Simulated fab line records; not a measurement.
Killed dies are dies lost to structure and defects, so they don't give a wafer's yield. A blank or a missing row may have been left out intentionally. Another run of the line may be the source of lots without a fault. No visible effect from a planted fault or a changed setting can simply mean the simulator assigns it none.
fab line records | flow sky130
[record] lots = 5 | wafers = 15 | lastDay = 50
route steps=708 shown DNWELL@37 PWDE@45 PAD_OPEN@708
lots that met no fault: taken from a fault-free run of the same line
startH: the number of hours between the record's first day and the start of the first shown wafer of the lot | waitH: time in hours since the lot's previous step | " as in the row above | L1.1+2: a row that stands for several wafers | - no value, or no start was given | * or withheld: withheld | < > ~ a bound
route shown NAME@n: names a module that has steps shown in the file, with the first one's number in the route | usual: average and standard deviation across the fault-free wafers | same: alike in all rows | chamber/n: place in a boat | sites: per-site readings | _std_site: their standard deviation | _edge_site: the outer-site mean with the inner-site mean subtracted | radiusMm: how far each site lies from the wafer's centre | mask NAME#n: copy n | behind: the last tool/chamber to shape the wafer | hold: why the lot was held/for how many hours/how that ended | device: names the non-switching transistor (n, p or np) | end of line: tests of these same wafers at the route's end | where a step has no rows: the recipe by itself | killed: dies that structure and defects cost at the first sort, which is not the same as the wafer's yield | map: a wafer's dies, marking killed ones x, the rest . and places with no die _
set.NAME: the setting the step ran with; set.NAME@STEP: the setting that earlier step ran with | model.NAME: the simulator's own value behind a step, which no gauge read
certain route steps with their lots: each step a table, each wafer a row
services: a tool's chamber out of use, with start hour (startH, from the record's first day; less than 0 if before it), hours out, and reason
[[steps]]
[step SKY_DNWELL_COAT_02]
[recipe] spinRpm = 2000 | resistThkNm = 3000
[step SKY_DNWELL_SOFTBAKE_03]
[recipe] tempC = 110 | timeS = withheld
[step SKY_DNWELL_EXPOSE_04]
[recipe] maskId = DNM | na = 0.57 | targetCdNm = 3000 | doseMj = 222
[step SKY_DNWELL_PEB_05]
[recipe] tempC = 115 | timeS = withheld
[step SKY_DNWELL_DEVELOP_06]
[recipe] wallAngleDeg = 90 | developer = TMAH | developTimeS = 60 | devTempC = 23
[step SKY_DNWELL_IMPLANT_07]
[recipe] species = P | energyKev = withheld | doseCm2 = withheld | tiltDeg = withheld
[step SKY_DNWELL_STRIP_08]
[recipe] chemistry = O2/N2 | powerW = 1400 | pressureMtorr = 1500 | platenTempC = withheld | o2FlowSccm = 3000 | n2FlowSccm = 300 | overashFraction = 0.5
[usual] drypumpMotorCurrentA = 5.7/0.79 | oesProductAu = 0.723/0.0044 | stripTimeToEndpointS = 36.90/0.12
lot.wafer | tool           | chamber | startH | waitH | drypumpMotorCurrentA | oesProductAu | rfHoursCounterH | stripTimeToEndpointS
L357.2    | plasmaAsher-02 | 1       | 101.33 | 0.1   | 5.1                  | 0.724        | 29              | 36.87
L357.3    | "              | 1       | "      | "     | 5.0                  | 0.724        | -               | 36.89
L357.5    | "              | 1       | "      | "     | 5.1                  | 0.720        | -               | 36.87
L358.2    | plasmaAsher-03 | 0       | 106.11 | 0.1   | 6.5                  | 0.721        | 42              | 36.73
L358.5    | "              | 0       | "      | "     | 6.5                  | 0.713        | -               | 36.76
L358.6    | "              | 1       | "      | "     | 6.7                  | 0.722        | -               | 36.88
L366.2    | plasmaAsher-02 | 1       | 149.54 | 0.1   | 5.0                  | 0.722        | 34              | 37.04
L366.3    | "              | 0       | "      | "     | 4.8                  | 0.718        | -               | 36.90
L366.4    | "              | 1       | "      | "     | 5.0                  | 0.723        | -               | 36.91
L368.1    | plasmaAsher-02 | 0       | 159.73 | 0.1   | 4.8                  | 0.716        | 35              | 36.83
L368.2    | "              | 1       | "      | "     | 5.0                  | 0.722        | 35              | 36.78
L368.4    | "              | 1       | "      | "     | 5.0                  | 0.721        | -               | 36.83
L371.1    | plasmaAsher-01 | 0       | 184.03 | 0.1   | 5.9                  | 0.727        | 51              | 36.84
L371.4    | "              | 1       | "      | "     | 6.7                  | 0.716        | -               | 36.78
L371.6    | "              | 1       | "      | "     | 6.7                  | 0.728        | -               | 36.84
[step SKY_DNWELL_TW_MEAS_09]
[usual] DNWELL_TW = 1108/6.5
lot.wafer | tool         | chamber | startH | waitH | DNWELL_TW
L357.2    | filmMetro-02 | -       | 101.44 | 0.1   | 1108
L357.3    | "            | -       | "      | "     | 1098
L357.5    | "            | -       | "      | "     | 1103
L358.2    | filmMetro-04 | -       | 106.22 | 0.1   | 1123
L358.5    | "            | -       | "      | "     | 1111
L358.6    | "            | -       | "      | "     | 1120
L366.2    | filmMetro-04 | -       | 149.65 | 0.1   | 1113
L366.3    | "            | -       | "      | "     | 1108
L366.4    | "            | -       | "      | "     | 1108
L368.1    | filmMetro-04 | -       | 159.83 | 0.1   | 1114
L368.2    | "            | -       | "      | "     | 1109
L368.4    | "            | -       | "      | "     | 1118
L371.1    | filmMetro-03 | -       | 184.13 | 0.1   | 1101
L371.4    | "            | -       | "      | "     | 1097
L371.6    | "            | -       | "      | "     | 1109
[step SKY_PWDE_DEHYDRATE_00]
[recipe] tempC = 200 | timeS = 60
[step SKY_PWDE_HMDS_01]
[recipe] primeTimeS = 60 | primeTempC = 120
[step SKY_PWDE_COAT_02]
[recipe] spinRpm = 2000 | resistThkNm = 3000
[step SKY_PWDE_SOFTBAKE_03]
[recipe] tempC = 110 | timeS = withheld
[step SKY_PWDE_EXPOSE_04]
[recipe] maskId = PWDEM | na = 0.6 | sourceShape = conventional | sigmaOuter = 0.6 | polarization = unpolarized | targetCdNm = 840 | doseMj = 214
[usual] focusOffsetNm = -0.1/0.52
lot.wafer | tool            | chamber | startH | waitH | mask       | focusOffsetNm
L357.2    | ilineStepper-01 | 0       | 110.92 | -     | PWDEM_R1#0 | 0.2
L357.3    | "               | 0       | "      | "     | PWDEM_R1#0 | -0.1
L357.5    | "               | 0       | "      | "     | PWDEM_R1#0 | -0.3
L358.2    | ilineStepper-02 | 0       | 116.04 | -     | PWDEM#0    | 0.7
L358.5    | "               | 0       | "      | "     | PWDEM#0    | -0.2
L358.6    | "               | 0       | "      | "     | PWDEM#0    | -0.7
L366.2    | ilineStepper-01 | 0       | 159.37 | -     | PWDEM#0    | -0.2
L366.3    | "               | 0       | "      | "     | PWDEM#0    | 0.0
L366.4    | "               | 0       | "      | "     | PWDEM#0    | 0.0
L368.1    | ilineStepper-02 | 0       | 169.38 | -     | PWDEM#0    | -0.5
L368.2    | "               | 0       | "      | "     | PWDEM#0    | 0.5
L368.4    | "               | 0       | "      | "     | PWDEM#0    | -0.3
L371.1    | ilineStepper-01 | 0       | 194.59 | -     | PWDEM#0    | 0.2
L371.4    | "               | 0       | "      | "     | PWDEM#0    | 1.0
L371.6    | "               | 0       | "      | "     | PWDEM#0    | 0.1
[step SKY_PWDE_PEB_05]
[recipe] tempC = 115 | timeS = withheld
[step SKY_PAD_OPEN_PROBE_99]
[usual] killed_at_M0_to_M3 = 42/7 | killed_at_M4_up = 2.8/1.8 | killedAtContacts = 24/5.8 | killedAtFrontEnd = 15/4.8 | killedAtOther = 0.3/0.56 | killedDies = 84/11 | killedOpen = 46/7.8 | killedShort = 38/6.3
[same] grossDies = 492 | killedAtBackSide = 0
lot.wafer | tool      | chamber | startH  | waitH | killed_at_M0_to_M3 | killed_at_M4_up | killedAtContacts | killedAtFrontEnd | killedAtOther | killedDies | killedOpen | killedShort | model.etest.res_p_drift_20v.lineOhmUm | model.etest.res_p_drift_20v.widthNm
L357.2    | prober-02 | -       | 1129.74 | 0.1   | 47                 | 7               | 18               | 90               | 0             | 162        | 38         | 41          | 9130                                  | 965.9
L357.3    | prober-02 | -       | 1129.79 | 0.2   | 40                 | 2               | 26               | 118              | 0             | 186        | 49         | 41          | 9291                                  | 969
L357.5    | prober-02 | -       | 1129.89 | 0.2   | 43                 | 2               | 29               | 97               | 1             | 172        | 45         | 38          | 9283                                  | 966.2
L358.2    | prober-01 | -       | 1140.06 | 0.1   | 46                 | 4               | 29               | 16               | 0             | 95         | 53         | 42          | 1.228e+04                             | 839.5
L358.5    | prober-01 | -       | 1140.21 | 0.2   | 41                 | 1               | 20               | 17               | 1             | 80         | 36         | 44          | 1.34e+04                              | 833.8
L358.6    | prober-01 | -       | 1140.26 | 0.2   | 36                 | 1               | 22               | 17               | 0             | 76         | 45         | 31          | 1.208e+04                             | 837.9
L366.2    | prober-01 | -       | 1177.57 | 0.1   | 50                 | 0               | 25               | 16               | 0             | 91         | 57         | 34          | 1.153e+04                             | 840.5
L366.3    | prober-01 | -       | 1177.62 | 0.2   | 43                 | 2               | 37               | 22               | 1             | 105        | 60         | 45          | 1.085e+04                             | 839.9
L366.4    | prober-01 | -       | 1177.67 | 0.2   | 33                 | 3               | 23               | 11               | 0             | 70         | 45         | 25          | 1.092e+04                             | 834.9
L368.1    | prober-01 | -       | 1187.21 | 0.1   | 44                 | 4               | 16               | 4                | 0             | 68         | 34         | 34          | 1.107e+04                             | 837.1
L368.2    | prober-01 | -       | 1187.26 | 0.1   | 30                 | 1               | 16               | 17               | 0             | 64         | 27         | 37          | 1.221e+04                             | 834.2
L368.4    | prober-01 | -       | 1187.36 | 0.2   | 43                 | 2               | 27               | 15               | 0             | 87         | 53         | 34          | 1.149e+04                             | 827.1
L371.1    | prober-02 | -       | 1203.40 | 0.1   | 33                 | 4               | 35               | 10               | 0             | 82         | 42         | 40          | 1.178e+04                             | 826.2
L371.4    | prober-02 | -       | 1203.55 | 0.2   | 29                 | 0               | 21               | 6                | 0             | 56         | 33         | 23          | 1.147e+04                             | 830.2
L371.6    | prober-02 | -       | 1203.65 | 0.2   | 38                 | 5               | 24               | 6                | 0             | 73         | 34         | 39          | 1.125e+04                             | 828.7
// killed by level:class
L357.2 PWDE:areaExpose=83 VIA1:geometricParticle:open=14 METAL2:geometricParticle:short=9 CONTACT:geometricParticle:short=5 METAL4:geometricParticle:short=5 LI_CONTACT:geometricParticle:short=4 LI_CONTACT:geometricParticle:open=4 METAL1:geometricParticle:short=4
L357.3 PWDE:areaExpose=96 LI_CONTACT:geometricParticle:open=15 VIA1:geometricParticle:open=8 METAL2:geometricParticle:short=7 POLY_GATE:geometricParticle:open=7 VIA1:geometricParticle:short=5 VIA3:geometricParticle:open=5 FIELD_ISO:geometricParticle:short=4
L357.5 PWDE:areaExpose=89 VIA1:geometricParticle:open=10 CONTACT:geometricParticle:open=8 METAL2:geometricParticle:short=7 VIA3:geometricParticle:open=7 LI_CONTACT:geometricParticle:open=5 LI_CONTACT:geometricParticle:short=5 LOCAL_INTERCONNECT:geometricParticle:short=5
L358.2 VIA1:geometricParticle:open=10 VIA3:geometricParticle:open=9 CONTACT:geometricParticle:short=7 CONTACT:geometricParticle:open=6 LI_CONTACT:geometricParticle:open=6 VIA2:geometricParticle:open=5 FIELD_ISO:geometricParticle:short=4 METAL1:geometricParticle:short=4
L358.5 METAL1:geometricParticle:short=8 VIA1:geometricParticle:open=8 FIELD_ISO:geometricParticle:open=5 METAL2:geometricParticle:short=5 METAL3:geometricParticle:short=5 POLY_GATE:geometricParticle:open=4 LI_CONTACT:geometricParticle:short=4 LI_CONTACT:geometricParticle:open=4
L358.6 CONTACT:geometricParticle:open=9 VIA1:geometricParticle:open=8 POLY_GATE:geometricParticle:open=6 METAL2:geometricParticle:short=6 LI_CONTACT:geometricParticle:open=5 VIA3:geometricParticle:open=5 POLY_GATE:geometricParticle:short=4 VIA1:geometricParticle:short=4
L366.2 VIA2:geometricParticle:open=13 VIA3:geometricParticle:open=10 LI_CONTACT:geometricParticle:open=9 VIA1:geometricParticle:open=9 CONTACT:geometricParticle:short=7 CONTACT:geometricParticle:open=6 FIELD_ISO:geometricParticle:short=5 METAL1:geometricParticle:short=5
L366.3 CONTACT:geometricParticle:open=15 LI_CONTACT:geometricParticle:open=9 VIA3:geometricParticle:open=8 FIELD_ISO:geometricParticle:short=7 VIA1:geometricParticle:open=7 FIELD_ISO:geometricParticle:open=6 CONTACT:geometricParticle:short=6 METAL1:geometricParticle:short=6
L366.4 CONTACT:geometricParticle:open=12 VIA1:geometricParticle:open=9 VIA3:geometricParticle:open=9 LI_CONTACT:geometricParticle:open=6 METAL2:geometricParticle:short=4 FIELD_ISO:geometricParticle:short=3 POLY_GATE:geometricParticle:open=3 LOCAL_INTERCONNECT:geometricParticle:short=3
L368.1 VIA1:geometricParticle:short=9 VIA1:geometricParticle:open=8 VIA2:geometricParticle:open=8 CONTACT:geometricParticle:open=5 LOCAL_INTERCONNECT:geometricParticle:short=4 METAL2:geometricParticle:short=4 LI_CONTACT:geometricParticle:open=3 CONTACT:geometricParticle:short=3
L368.2 METAL2:geometricParticle:short=7 POLY_GATE:geometricParticle:open=6 POLY_GATE:geometricParticle:short=5 VIA1:geometricParticle:open=5 VIA2:geometricParticle:open=5 LI_CONTACT:geometricParticle:short=4 CONTACT:geometricParticle:open=4 LI_CONTACT:geometricParticle:open=3
L368.4 CONTACT:geometricParticle:open=12 VIA1:geometricParticle:open=10 VIA2:geometricParticle:open=9 LI_CONTACT:geometricParticle:open=8 METAL1:geometricParticle:short=8 POLY_GATE:geometricParticle:short=7 VIA3:geometricParticle:open=4 POLY_GATE:geometricParticle:open=3
L371.1 CONTACT:geometricParticle:open=11 LI_CONTACT:geometricParticle:open=9 VIA1:geometricParticle:open=7 VIA2:geometricParticle:open=6 METAL2:geometricParticle:short=6 LI_CONTACT:geometricParticle:short=5 CONTACT:geometricParticle:short=5 LOCAL_INTERCONNECT:geometricParticle:short=4
L371.4 LI_CONTACT:geometricParticle:open=8 VIA3:geometricParticle:open=5 CONTACT:geometricParticle:open=5 VIA2:geometricParticle:open=4 FIELD_ISO:geometricParticle:open=3 METAL2:geometricParticle:open=3 LOCAL_INTERCONNECT:geometricParticle:short=3 VIA1:geometricParticle:short=3
L371.6 CONTACT:geometricParticle:open=9 LI_CONTACT:geometricParticle:open=6 METAL2:geometricParticle:short=6 LI_CONTACT:geometricParticle:short=5 VIA2:geometricParticle:open=5 VIA1:geometricParticle:short=5 VIA1:geometricParticle:open=4 METAL1:geometricParticle:short=4
// map L357.3 (x killed, . not)
__________..xx..x..x_________
________.............._______
______.xx.....xx.....xx._____
_____...x...x.x.......x..____
____.......x.xx..xx.......___
___..x.x.x.xx..xxxxxx......__
__.x......xxx.xxxx.x...x.x.._
_.x..xx..xxxxx.xxx.xxxx...x..
_.....x....xxxxxxx..x..x.....
_........xxxxxxxxxx...xx..xxx
_..xx.xxx.x.xxxxxxxx.xx.x.xx.
_.x....x..xxxx..xxxx.x.x..x..
_x........xxx..x.xxxxxx.x....
_...x...xxxxxxxx.x..x..x..x..
_x.x...x..x.x...x......x..x.x
__.x....xxx.x.x.xxx.x.xx..x._
___...x..x...xxx..xxxx.....__
____....x...x..x.....xx...___
_____.x.x..xx..x.x....x.x____
______......x...xx......_____
________.............._______
__________.........._________
// map L366.3 (x killed, . not)
__________......x..._________
________.x...x.x.x...._______
______..........xx...x.._____
_____.x...........xx..x..____
____....x........x...xx...___
___...x............x...x...__
__.....x.....x...x.x.....x.._
_........x...........x.......
_.......xxxx.x..........x.x.x
_...x...............x.....x.x
_..x...x......xx.xx...x......
_..x.......x.x.......xxx.x...
_...xx.......xx........x..x.x
_.xxx...x.x.......x........xx
_...............xx.......x...
__..x....x..x.............x._
___.....x.xx..xx......x...x__
____..x........x....x.....___
_____....x.xx....x.....xx____
______.xxx.x..........x._____
________.xx..x...x..x._______
__________.x.x.xxx.._________
[[services]]
tool            | chamber | startH | hours | kind
ilineStepper-01 | 0       | 156.89 | -     | calibration
ilineStepper-02 | 0       | 162.25 | -     | calibration
ilineStepper-02 | -       | 169.60 | 1.7   | pm
plasmaAsher-03  | -       | 182.22 | 14.6  | pm
[[key]]
[firstSign] step = SKY_PWDE_EXPOSE_04 | reading = mask | direction = changed
[effect] step = SKY_PAD_OPEN_PROBE_99 | reading = killedAtFrontEnd | direction = up | sigmas = 18 | usual = 15 | struck = 102
[modelEffect] step = SKY_PAD_OPEN_PROBE_99 | value = etest.res_p_drift_20v.lineOhmUm | without = 1.062e+04 | struck = 9235
[moreKillsBornAt] SKY_PWDE_EXPOSE_04@ilineStepper-01 = 268
metAt SKY_PWDE_EXPOSE_04
struckWafers L357.2,L357.3,L357.5
testerLeftOut L357
[fault] kind = wrongMask | tool = any | chamber = - | onsetH = 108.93 | steps = SKY_PWDE_EXPOSE_04 | auxCopy = PWDEM_R1#0 | cdOffsetNm = 126 | scope = struckLotsOnly
// testerLeftOut: of these lots the tester's yield and bins aren't shown, on N5 and GAA mostly nor the transistor test; their killed dies are dies lost to structure and defects alone, not to doping, threshold or leakage, so they don't give the yield
